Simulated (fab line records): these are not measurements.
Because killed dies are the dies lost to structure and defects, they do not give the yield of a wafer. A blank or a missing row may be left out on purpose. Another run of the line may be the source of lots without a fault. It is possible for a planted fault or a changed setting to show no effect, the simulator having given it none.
What tool caused it?	flow gf180mcu	18 wafers sampled from 6 lots at 1 step of a route of 602

WHAT EACH GAUGE READ, for each wafer
GF_SALICIDE_RS_MEAS_04: the measuring method here is four-point-probe.
lot	measured	on	SALICIDE_TIN_RS (ohm/sq)
L792	day 16 00:31	filmMetro-01	16.27 15.97 15.88
L795	day 17 03:39	filmMetro-03	16.15 16.08 16.15
L799	day 18 12:46	filmMetro-03	16.58 16.60 16.98
L803	day 19 22:53	filmMetro-03	16.22 16.57 16.31
L806	day 20 21:10	filmMetro-01	16.30 16.20 16.13
L811	day 22 13:23	filmMetro-01	16.21 16.57 16.70

EACH LOT AND THE TOOL THAT RAN IT (in order: tool; ch and the chambers of the sampled wafers; start)
No process step before these readings appears in the record.

THE ANSWER, worked out from the rows above alone
Rule: the lots themselves supply what counts as usual. Put in order of their means at a reading, lots are off if they are a third of the lots or fewer, leave a main group of 4 or more, and stand apart from it by a gap of 3 or more times the standard deviation of the main group's means; of several such gaps the widest counts. A main group whose means are all the same, to the digits that the tables above print for the reading, isn't used. Also off: a lot with no number at a reading for which 4 or more lots have one. The other lots that the step has rows for count as sound.
Nothing can be told from this: no lot is off at any reading shown.

WHAT THE SIMULATOR HAD INSERTED
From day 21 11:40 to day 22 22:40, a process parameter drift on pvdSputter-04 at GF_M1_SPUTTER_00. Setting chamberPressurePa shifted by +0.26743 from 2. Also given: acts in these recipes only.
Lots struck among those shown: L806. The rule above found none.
